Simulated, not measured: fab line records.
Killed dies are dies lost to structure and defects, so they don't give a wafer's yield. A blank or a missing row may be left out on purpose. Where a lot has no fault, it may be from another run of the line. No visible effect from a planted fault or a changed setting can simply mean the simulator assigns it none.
Comparing a struck lot with a sound one / flow sky130 / 31 steps out of a route of 708
Sound: these wafers, L186.3, L186.5, L186.6. Wafers struck: L184.2, L184.3, L184.5. The cause is given at the end.
Each step with rows lists, per side, the tool, then ch with its chambers, then its first start. Under that, the readings that differ: sound wafers / struck wafers / difference of the means / sigmas: that difference in standard deviations of wafers without a fault.
alike: a reading whose means differ by less than 2 such deviations, as well as words and numbers matching on both sides. not compared: withheld readings; readings where some wafer has no value; bounds like >300 that might hide an equal value; numbers whose values overlap and for which the record gives no deviation.
The two part at a step that has a row with sigmas, a row that says differs or no value, or rows on one side only. Numbers that have no deviation but don't overlap get no sigmas and don't part them. A reading missing from all wafers of one side parts the sides only when that side holds two or more wafers.

SKY_LI_CONTACT_OVL_MEAS_13:
  sound: overlay-02 at day 34 00:07; struck: overlay-02 at day 33 16:32
  alike: LI_CONTACT_OVL
SKY_LI_CONTACT_ETCH_14: etches BARC in N2/H2, stops on SiO2, time 45.9 s, target depth 60 nm.
  sound on rieDiel-04 ch 2,3, day 34 00:09; struck on rieDiel-03 ch 1,2, day 33 16:34
  alike: drypumpMotorCurrentA, oesProductAu, throttleValvePct
  not compared: rfHoursCounterH
then, 4 steps without rows for these wafers: SKY_LI_CONTACT_ETCH_15 (etches PSG in C4F8/O2/Ar, stops on Si, target depth 600 nm); SKY_LI_CONTACT_STRIP_16 (strips in O2/N2); SKY_LI_CONTACT_CLEAN_17 (cleans in NMP, time 600 s); SKY_LI_CONTACT_PRE_CLEAN_18 (time 5.6 s).
SKY_LI_CONTACT_SPUTTER_19: material Ti, target thk 20 nm, time 106.37 s.
  sound: pvdSputter-02 at day 34 00:35; struck: pvdSputter-01 at day 33 16:59
  alike: throttleValvePct
SKY_LI_CONTACT_SPUTTER_20: material TiN, target thk 20 nm, time 80 s.
  sound: pvdSputter-02 at day 34 00:40; struck: pvdSputter-01 at day 33 17:04
  alike: throttleValvePct
then, 1 step without rows for these wafers: SKY_LI_CONTACT_CVD_21 (deposits W, target thk 400 nm, time 120.56 s).
SKY_LI_CONTACT_RS_MEAS_22: measures by four-point-probe.
  sound: filmMetro-04 at day 34 00:53; struck: filmMetro-04 at day 33 17:17
  alike: LI_CONTACT_W_RS
SKY_LI_CONTACT_THK_MEAS_23: measures by xrf.
  sound: filmMetro-04 at day 34 00:59; struck: filmMetro-04 at day 33 17:23
  alike: LI_CONTACT_W_THK
SKY_LI_CONTACT_CMP_24: polishes, stops on PSG, t overpolish 20 s, target thk 0 nm.
  sound on cmp-01 ch 0,2,3, day 34 01:08; struck on cmp-02 ch 0,1,2, day 33 17:29
  alike: motorCurrentA, overpolishRunS, retainingRingPressureFrac, timeToEndpointS
SKY_LOCAL_INTERCONNECT_SPUTTER_00: material TiN, target thk 100 nm, time 83.3 s.
  sound: pvdSputter-04 at day 34 01:20; struck: pvdSputter-03 at day 33 17:44
reading=model.TiN_of_LOCAL_INTERCONNECT_SPUTTER_00.thkNm (nm); sound=102.1 101.9 101.9; struck=159.9 158.2 158; difference=+56.7; sigmas=
  alike: throttleValvePct
SKY_LOCAL_INTERCONNECT_RS_MEAS_01: measures by four-point-probe.
  sound: filmMetro-04 at day 34 01:26; struck: filmMetro-04 at day 33 17:49
reading=LOCAL_INTERCONNECT_TIN_RS (ohm/sq); sound=13.87 13.88 13.86; struck=8.70 8.78 8.82; difference=-5.10; sigmas=-24
SKY_LOCAL_INTERCONNECT_THK_MEAS_02: measures by xrf.
  sound: filmMetro-04 at day 34 01:32; struck: filmMetro-04 at day 33 17:56
reading=LOCAL_INTERCONNECT_TIN_THK (nm); sound=101.3 101.3 101.6; struck=158.5 157.1 156.7; difference=+56.0; sigmas=+35
then, 8 steps without rows for these wafers: SKY_LOCAL_INTERCONNECT_DEHYDRATE_03 (time 60 s); SKY_LOCAL_INTERCONNECT_HMDS_04 (prime time 60 s); SKY_LOCAL_INTERCONNECT_COAT_05 (resist thk 60 nm); SKY_LOCAL_INTERCONNECT_COAT_06 (resist thk 450 nm); SKY_LOCAL_INTERCONNECT_SOFTBAKE_07 (time 90 s); SKY_LOCAL_INTERCONNECT_EXPOSE_08 (exposes mask LI1M, target cd 170 nm); SKY_LOCAL_INTERCONNECT_PEB_09; SKY_LOCAL_INTERCONNECT_DEVELOP_10 (develop time 60 s).
SKY_LOCAL_INTERCONNECT_CD_MEAS_11 targets a cd of 170 nm.
  sound: cdSem-02 at day 35 04:17; struck: cdSem-01 at day 34 20:33
  alike: cdNm
SKY_LOCAL_INTERCONNECT_OVL_MEAS_12:
  sound: overlay-02 at day 35 04:23; struck: overlay-02 at day 34 20:40
  alike: LOCAL_INTERCONNECT_OVL
SKY_LOCAL_INTERCONNECT_ETCH_13: etches BARC in N2/H2, stops on SiO2, time 45.9 s, target depth 60 nm.
  sound on rieMetal-02 ch 0,1, day 35 04:26; struck on rieMetal-02 ch 0, day 34 20:43
  alike: drypumpMotorCurrentA, oesProductAu, throttleValvePct
  not compared: rfHoursCounterH
SKY_LOCAL_INTERCONNECT_METAL_ETCH_14: etches TiN in Cl2/BCl3, stops on PSG, target depth 110 nm, time 31.4 s.
  sound on rieMetal-02 ch 0,1, day 35 04:29; struck on rieMetal-02 ch 0, day 34 20:50
reading=oesProductAu (a.u.); sound=0.957 0.951 0.950; struck=1.015 1.026 1.027; difference=+0.070; sigmas=+8
reading=throttleValvePct (%); sound=21.896 21.902 21.887; struck=21.844 21.846 21.852; difference=-0.048; sigmas=-4
  alike: drypumpMotorCurrentA
  not compared: rfHoursCounterH
then, 1 step without rows for these wafers: SKY_LOCAL_INTERCONNECT_STRIP_15 (strips in O2/N2).
SKY_LOCAL_INTERCONNECT_STRIP_16: strips in post etch residue remover, time 1200 s.
  sound on wetBench-02 ch 3, day 35 04:38; struck on wetBench-03 ch 2, day 34 21:01
reading=model.TiN_of_LOCAL_INTERCONNECT_SPUTTER_00.thkNm (nm); sound=101.7 101.5 101.5; struck=159.5 157.8 157.6; difference=+56.7; sigmas=
then, 1 step without rows for these wafers: SKY_LOCAL_INTERCONNECT_CLEAN_17 (cleans in IPA, time 180 s).
-- here the record skips 14 days between the struck wafers' starts before and after, leaving off in module LOCAL_INTERCONNECT and picking up in module PAD_OPEN (first step shown: number 708 of the route) --
SKY_PAD_OPEN_PROBE_99:
  sound: prober-01 at day 49 06:35; struck: prober-02 at day 49 02:07
reading=killedAtContacts; sound=27 24 23; struck=429 431 424; difference=+403; sigmas=+81
reading=killedDies; sound=79 72 89; struck=492 492 492; difference=+412; sigmas=+45
reading=killedOnRim; sound=10 13 18; struck=96 96 96; difference=+82; sigmas=+19
  alike: killed_at_M0_to_M3, killed_at_M4_up, killedAtFrontEnd, killedAtOther, killedOpen, killedShort

WHERE THEY PART
At SKY_LOCAL_INTERCONNECT_RS_MEAS_01 first; at SKY_PAD_OPEN_PROBE_99 last (within this record only).

WHY: the cause the simulator had injected
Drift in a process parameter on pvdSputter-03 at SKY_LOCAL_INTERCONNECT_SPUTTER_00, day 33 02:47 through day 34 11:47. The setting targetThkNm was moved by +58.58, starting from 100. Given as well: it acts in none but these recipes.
